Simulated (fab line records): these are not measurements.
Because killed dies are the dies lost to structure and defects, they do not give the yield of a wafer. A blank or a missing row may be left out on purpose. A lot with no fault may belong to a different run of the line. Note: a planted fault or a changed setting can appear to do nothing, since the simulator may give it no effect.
fab line records | flow sky130
record lots=5 wafers=15 lastDay=50
route steps=708 shown NWELL@66 PWDE@84 VT_ADJUST_HVTP@85 VT_ADJUST_LVTN@97
lots that met no fault: from a run of the same line without faults
startH: hours from the record's first day to the start of the lot's first wafer shown | waitH: hours since the lot's step before | " as in the row above | L1.1+2: a single row standing in for several wafers | - no value present, or no start provided | * or withheld: withheld | < > ~ a bound
route shown NAME@n: NAME is a module with steps in the file, n the number in the route of the first one | usual: mean/standard deviation of fault-free wafers | same: alike in all rows | chamber/n: place in a boat | sites: readings site by site | _std_site: standard deviation across them | _edge_site: mean of outer sites minus mean of inner sites | radiusMm: for every site, how far away it sits from the centre of the wafer | mask NAME#n: copy n | behind: the most recent tool/chamber to have shaped the wafer | hold: why the lot was held/for how many hours/how that ended | device: which transistor (n, p or np) failed to switch | end of line: the tests these same wafers got at the end of their route | a step given without rows: its recipe and nothing more | killed: at the first sort, the dies lost to defects and structure; wafer yield is something else | map: dies across one wafer; x = killed, . = not, _ = none there
set.NAME: the setting that was run; set.NAME@STEP: the one run at that earlier step | model.NAME: the simulator's own value behind a step, which no gauge read
certain route steps with their lots: each step a table, each wafer a row
services: a tool's chamber out of use, with start hour (startH, from the record's first day; less than 0 if before it), hours out, and reason
## steps
# step SKY_NWELL_IMPLANT_13
# recipe species=P energyKev=50 doseCm2=7e+11 tiltDeg=withheld
# step SKY_NWELL_STRIP_14
# recipe chemistry=O2/N2 powerW=1400 pressureMtorr=1500 platenTempC=withheld o2FlowSccm=3000 n2FlowSccm=300 overashFraction=0.5
# usual drypumpMotorCurrentA=5.8/0.52 oesProductAu=0.722/0.0046 stripTimeToEndpointS=36.93/0.11
# columns lot.wafer tool chamber startH waitH drypumpMotorCurrentA oesProductAu rfHoursCounterH stripTimeToEndpointS
L990.2 plasmaAsher-04 1 93.97 0.1 5.2 0.718 27 36.95
L990.4 " 0 " " 6.3 0.717 - 36.86
L990.5 " 1 " " 5.2 0.721 - 36.97
L994.2 plasmaAsher-02 0 117.47 0.1 5.2 0.726 43 36.80
L994.4 " 1 " " 5.5 0.717 - 36.79
L994.6 " 1 " " 5.5 0.719 - 36.79
L101.1 plasmaAsher-01 0 152.32 0.1 5.7 0.722 4 36.71
L101.2 " 1 " " 6.5 0.722 4 36.68
L101.4 " 1 " " 6.5 0.726 - 36.68
L111.1 plasmaAsher-02 0 212.58 0.1 5.2 0.720 48 36.89
L111.4 " 1 " " 5.6 0.720 - 36.86
L111.5 " 1 " " 5.5 0.722 - 36.94
L112.1 plasmaAsher-04 0 220.24 0.1 6.2 0.724 41 36.96
L112.4 " 1 " " 5.2 0.724 - 36.88
L112.6 " 1 " " 5.2 0.727 - 36.85
# step SKY_NWELL_TW_MEAS_15
# usual NWELL_TW=1827/7
# columns lot.wafer tool chamber startH waitH NWELL_TW
L990.2 filmMetro-01 - 94.08 0.1 1815
L990.4 " - " " 1817
L990.5 " - " " 1820
L994.2 filmMetro-03 - 117.58 0.1 1828
L994.4 " - " " 1824
L994.6 " - " " 1829
L101.1 filmMetro-02 - 152.42 0.1 1829
L101.2 " - " " 1825
L101.4 " - " " 1830
L111.1 filmMetro-03 - 212.68 0.1 1820
L111.4 " - " " 1829
L111.5 " - " " 1824
L112.1 filmMetro-03 - 220.34 0.1 1818
L112.4 " - " " 1827
L112.6 " - " " 1809
# step SKY_NWELL_DEHYDRATE_16
# recipe tempC=200 timeS=60
# step SKY_NWELL_HMDS_17
# recipe primeTimeS=60 primeTempC=120
# step SKY_NWELL_COAT_18
# recipe spinRpm=2000 resistThkNm=3000
# step SKY_NWELL_SOFTBAKE_19
# recipe tempC=110 timeS=withheld
# step SKY_NWELL_EXPOSE_20
# recipe maskId=NWM_COMPLEMENT na=0.6 sourceShape=conventional sigmaOuter=0.6 polarization=unpolarized targetCdNm=840 doseMj=260
# step SKY_NWELL_PEB_21
# recipe tempC=115 timeS=withheld
# step SKY_NWELL_DEVELOP_22
# recipe wallAngleDeg=90 developer=TMAH developTimeS=60 devTempC=23
# step SKY_NWELL_OVL_MEAS_23
# usual NWELL_01_OVL=0.1/1.3
# columns lot.wafer tool chamber startH waitH NWELL_01_OVL[nm]
L990.2 overlay-01 - 110.94 - -0.7
L990.4 " - " " -2.0
L990.5 " - " " -0.2
L994.2 overlay-02 - 135.74 - -0.3
L994.4 " - " " 0.5
L994.6 " - " " 0.3
L101.1 overlay-01 - 172.09 - 0.4
L101.2 " - " " 0.2
L101.4 " - " " -0.1
L111.1 overlay-02 - 233.80 - 0.6
L111.4 " - " " 0.3
L111.5 " - " " -0.1
L112.1 overlay-01 - 242.84 - -0.1
L112.4 " - " " 1.0
L112.6 " - " " -0.8
# step SKY_NWELL_IMPLANT_24
# recipe species=B energyKev=140 doseCm2=9.2e+12 tiltDeg=withheld
# step SKY_NWELL_STRIP_25
# recipe chemistry=O2/N2 powerW=1400 pressureMtorr=1500 platenTempC=withheld o2FlowSccm=3000 n2FlowSccm=300 overashFraction=0.5
# usual drypumpMotorCurrentA=5.8/0.51 oesProductAu=0.723/0.0048 stripTimeToEndpointS=36.94/0.096
# columns lot.wafer tool chamber startH waitH drypumpMotorCurrentA oesProductAu rfHoursCounterH stripTimeToEndpointS model.coat_of_NWELL_COAT_18.thkNm
L990.2 plasmaAsher-02 1 111.12 0.1 5.5 0.724 43 37.00 0
L990.4 " 1 " " 5.6 0.718 - 36.87 0
L990.5 " 0 " " 5.2 0.722 - 37.00 0
L994.2 plasmaAsher-04 0 135.92 0.1 6.3 0.724 32 36.84 0
L994.4 " 0 " " 6.3 0.721 - 36.80 0
L994.6 " 0 " " 6.3 0.727 - 36.81 0
L101.1 plasmaAsher-04 1 172.27 0.1 5.2 0.952 36 - 1057
L101.2 " 0 " " 6.3 0.955 36 - 1059
L101.4 " 1 " " 5.2 0.954 - - 1060
L111.1 plasmaAsher-04 0 233.99 0.1 6.3 0.717 43 37.09 0
L111.4 " 1 " " 5.2 0.720 - 37.12 0
L111.5 " 1 " " 5.2 0.728 - 37.16 0
L112.1 plasmaAsher-04 0 243.02 0.1 6.3 0.724 44 36.91 0
L112.4 " 0 " " 6.3 0.721 - 37.00 0
L112.6 " 1 " " 5.2 0.718 - 36.82 0
# step SKY_NWELL_TW_MEAS_26
# usual NWELL_2_TW=498.5/2.3
# columns lot.wafer tool chamber startH waitH NWELL_2_TW
L990.2 filmMetro-01 - 111.23 0.1 497.2
L990.4 " - " " 496.7
L990.5 " - " " 497.7
L994.2 filmMetro-01 - 136.03 0.1 496.6
L994.4 " - " " 495.8
L994.6 " - " " 496.7
L101.1 filmMetro-01 - 172.37 0.1 499.3
L101.2 " - " " 497.8
L101.4 " - " " 498.6
L111.1 filmMetro-01 - 234.09 0.1 499.1
L111.4 " - " " 499.7
L111.5 " - " " 500.2
L112.1 filmMetro-03 - 243.12 0.1 499.1
L112.4 " - " " 497.8
L112.6 " - " " 496.3
# step SKY_NWELL_CLEAN_27
# recipe chemistry=SC1/SC2 mix=1:4:20 tempC=70 timeS=150 dry=n2Spin
# step SKY_NWELL_RTA_28
# recipe tempC=1050 timeS=30 idleTempC=650 rampUpCPerS=150 rampDownCPerS=90 ambient=N2
# usual lampPowerPct=25.31/0.059 wafer_temp_C_max=1055.0/1.1
# same timeS=30
# columns lot.wafer tool chamber startH waitH lampPowerPct wafer_temp_C_max
L990.2 rtpAnneal-01 0 111.35 0.0 25.31 1054.3
L990.4 " 0 " " 25.29 1055.1
L990.5 " 0 " " 25.35 1055.6
L994.2 rtpAnneal-02 0 136.15 0.0 25.19 1054.6
L994.4 " 0 " " 25.43 1055.1
L994.6 " 0 " " 25.34 1054.8
L101.1 rtpAnneal-02 0 172.48 0.0 25.25 1054.8
L101.2 " 0 " " 25.38 1056.3
L101.4 " 0 " " 25.25 1053.7
L111.1 rtpAnneal-01 0 234.20 0.0 25.29 1055.0
L111.4 " 0 " " 25.23 1054.3
L111.5 " 0 " " 25.32 1054.2
L112.1 rtpAnneal-02 0 243.23 0.0 25.29 1054.8
L112.4 " 0 " " 25.29 1055.0
L112.6 " 0 " " 25.36 1055.1
# step SKY_NWELL_RS_MEAS_29
# recipe thkMeasGauge=four-point-probe
# usual NWELL_RS=624.9/2
# columns lot.wafer tool chamber startH waitH NWELL_RS[ohm/sq]
L990.2 filmMetro-03 - 111.45 0.1 625.5
L990.4 " - " " 626.8
L990.5 " - " " 625.7
L994.2 filmMetro-02 - 136.26 0.1 622.1
L994.4 " - " " 623.4
L994.6 " - " " 623.6
L101.1 filmMetro-01 - 172.58 0.1 627.4
L101.2 " - " " 627.1
L101.4 " - " " 627.5
L111.1 filmMetro-03 - 234.30 0.1 627.3
L111.4 " - " " 627.0
L111.5 " - " " 627.9
L112.1 filmMetro-01 - 243.43 0.2 622.3
L112.4 " - " " 624.7
L112.6 " - " " 620.9
# step SKY_NWELL_RS_MEAS_31
# recipe thkMeasGauge=four-point-probe
# usual PWDE_RS=5278/16
# columns lot.wafer tool chamber startH waitH PWDE_RS[ohm/sq]
L990.2 filmMetro-03 - 111.69 0.1 5288
L990.4 " - " " 5273
L990.5 " - " " 5282
L994.2 filmMetro-02 - 136.50 0.1 5283
L994.4 " - " " 5276
L994.6 " - " " 5299
L101.1 filmMetro-01 - 172.82 0.1 5273
L101.2 " - " " 5253
L101.4 " - " " 5276
L111.1 filmMetro-03 - 234.54 0.1 5308
L111.4 " - " " 5282
L111.5 " - " " 5293
L112.1 filmMetro-01 - 243.67 0.1 5271
L112.4 " - " " 5272
L112.6 " - " " 5255
# step SKY_VT_ADJUST_HVTP_DEHYDRATE_00
# recipe tempC=200 timeS=60
# step SKY_VT_ADJUST_HVTP_HMDS_01
# recipe primeTimeS=60 primeTempC=120
# step SKY_VT_ADJUST_HVTP_COAT_02
# recipe resist=NOVOLAK spinRpm=3000 resistThkNm=1140
# step SKY_VT_ADJUST_HVTP_SOFTBAKE_03
# recipe tempC=90 timeS=60 resist=NOVOLAK
# step SKY_VT_ADJUST_HVTP_EXPOSE_04
# recipe maskId=HVTPM na=0.6 sourceShape=conventional sigmaOuter=0.6 polarization=unpolarized targetCdNm=380 doseMj=140
# step SKY_VT_ADJUST_HVTP_PEB_05
# recipe tempC=withheld timeS=* resist=NOVOLAK
# step SKY_VT_ADJUST_HVTP_DEVELOP_06
# recipe resist=NOVOLAK developer=TMAH developTimeS=60 devTempC=23
# step SKY_VT_ADJUST_HVTP_CD_MEAS_07
# recipe targetCdNm=380
# usual cdNm=379.5/2.5
# columns lot.wafer tool chamber startH waitH cdNm
L990.2 cdSem-01 - 129.22 0.1 379.6
L990.4 " - " " 381.7
L990.5 " - " " 379.1
L994.2 cdSem-01 - 155.66 0.1 378.4
L994.4 " - " " 377.8
L994.6 " - " " 379.6
L101.1 cdSem-01 - 193.70 0.1 384.0
L101.2 " - " " 383.6
L101.4 " - " " 382.7
L111.1 cdSem-01 - 257.29 0.1 382.5
L111.4 " - " " 383.6
L111.5 " - " " 384.5
L112.1 cdSem-02 - 267.11 0.1 382.3
L112.4 " - " " 380.0
L112.6 " - " " 380.0
# step SKY_VT_ADJUST_HVTP_OVL_MEAS_08
# usual VT_ADJUST_HVTP_OVL=0.0/1.5
# columns lot.wafer tool chamber startH waitH VT_ADJUST_HVTP_OVL[nm]
L990.2 overlay-01 - 129.33 0.1 0.9
L990.4 " - " " 0.3
L990.5 " - " " -1.3
L994.2 overlay-02 - 155.76 0.1 2.2
L994.4 " - " " -2.0
L994.6 " - " " 1.0
L101.1 overlay-02 - 193.82 0.1 -1.2
L101.2 " - " " 1.5
L101.4 " - " " 1.3
L111.1 overlay-02 - 257.41 0.1 -2.1
L111.4 " - " " -2.6
L111.5 " - " " -2.8
L112.1 overlay-02 - 267.23 0.1 0.4
L112.4 " - " " -0.3
L112.6 " - " " -0.7
# step SKY_VT_ADJUST_HVTP_IMPLANT_09
# recipe species=As energyKev=150 doseCm2=4.3e+12 tiltDeg=withheld
# step SKY_VT_ADJUST_HVTP_STRIP_10
# recipe chemistry=O2/N2 powerW=1400 pressureMtorr=1500 platenTempC=withheld o2FlowSccm=3000 n2FlowSccm=300 overashFraction=0.5
# usual drypumpMotorCurrentA=5.8/0.43 oesProductAu=0.715/0.0048 stripTimeToEndpointS=14.18/0.046
# columns lot.wafer tool chamber startH waitH drypumpMotorCurrentA oesProductAu rfHoursCounterH stripTimeToEndpointS
L990.2 plasmaAsher-04 0 129.51 0.1 6.3 0.715 31 14.16
L990.4 " 0 " " 6.3 0.715 - 14.20
L990.5 " 0 " " 6.3 0.711 - 14.17
L994.2 plasmaAsher-04 1 155.94 0.1 5.2 0.703 34 14.19
L994.4 " 0 " " 6.3 0.716 - 14.14
L994.6 " 1 " " 5.2 0.718 - 14.13
L101.1 plasmaAsher-04 0 194.01 0.1 6.3 0.722 39 30.06
L101.2 " 1 " " 5.2 0.718 39 30.05
L101.4 " 1 " " 5.2 0.716 - 30.05
L111.1 plasmaAsher-02 1 257.59 0.1 5.5 0.712 53 14.29
L111.4 " 1 " " 5.5 0.717 - 14.28
L111.5 " 0 " " 5.2 0.718 - 14.26
L112.1 plasmaAsher-03 0 267.42 0.1 6.0 0.716 60 14.25
L112.4 " 1 " " 6.0 0.721 - 14.22
L112.6 " 1 " " 6.0 0.721 - 14.22
# step SKY_VT_ADJUST_HVTP_TW_MEAS_11
# usual VT_ADJUST_HVTP_TW=1366/7.6
# columns lot.wafer tool chamber startH waitH VT_ADJUST_HVTP_TW
L990.2 filmMetro-02 - 129.62 0.1 1362
L990.4 " - " " 1363
L990.5 " - " " 1365
L994.2 filmMetro-01 - 156.05 0.1 1373
L994.4 " - " " 1366
L994.6 " - " " 1359
L101.1 filmMetro-02 - 194.11 0.1 30
L101.2 " - " " 30
L101.4 " - " " 30
L111.1 filmMetro-02 - 257.69 0.1 1363
L111.4 " - " " 1363
L111.5 " - " " 1362
L112.1 filmMetro-02 - 267.52 0.1 1355
L112.4 " - " " 1350
L112.6 " - " " 1362
# step SKY_VT_ADJUST_LVTN_DEHYDRATE_00
# recipe tempC=200 timeS=60
## services
# columns tool chamber startH hours kind
plasmaAsher-01 - 108.75 9.0 pm
plasmaAsher-01 0 108.75 9.0 ventCycle
plasmaAsher-01 1 108.75 9.0 ventCycle
plasmaAsher-01 0 117.75 - clean
plasmaAsher-01 1 117.75 - clean
plasmaAsher-02 - 126.81 15.6 pm
rtpAnneal-02 - 139.25 1.2 pm
plasmaAsher-02 - 157.61 2.8 pm
plasmaAsher-02 - 160.36 28.1 pm
plasmaAsher-03 - 186.75 3.2 repair
rtpAnneal-01 - 196.65 5.4 pm
plasmaAsher-02 - 213.69 0.7 repair
plasmaAsher-01 - 260.32 4.6 repair
## key
firstSign step=SKY_NWELL_STRIP_25 reading=oesProductAu direction=up sigmas=48 usual=0.723 struck=0.954
effect step=SKY_VT_ADJUST_HVTP_STRIP_10 reading=stripTimeToEndpointS direction=up sigmas=99+ usual=* struck=*
effect step=SKY_VT_ADJUST_HVTP_TW_MEAS_11 reading=VT_ADJUST_HVTP_TW direction=down sigmas=99+ usual=1366 struck=30
modelEffect step=SKY_NWELL_STRIP_25 value=coat_of_NWELL_COAT_18.thkNm without=0 struck=1059
metAt SKY_NWELL_STRIP_25
struckWafers L101.1,L101.2,L101.4
sortLeftOut L101.1,L101.2,L101.4
testerLeftOut L101
onsetBetween 135.92 172.27
fault kind=stripAborted tool=plasmaAsher-04 chamber=- onsetH=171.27 steps=SKY_NWELL_STRIP_25 offset=0.61796 endH=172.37
# testerLeftOut: of these lots the tester's yield and bins aren't shown, on N5 and GAA mostly nor the transistor test; their killed dies are dies lost to structure and defects alone, not to doping, threshold or leakage, so they don't give the yield
# sortLeftOut: the simulated sort isn't trusted on such a fault, so these wafers' sort isn't shown, and their yield isn't known
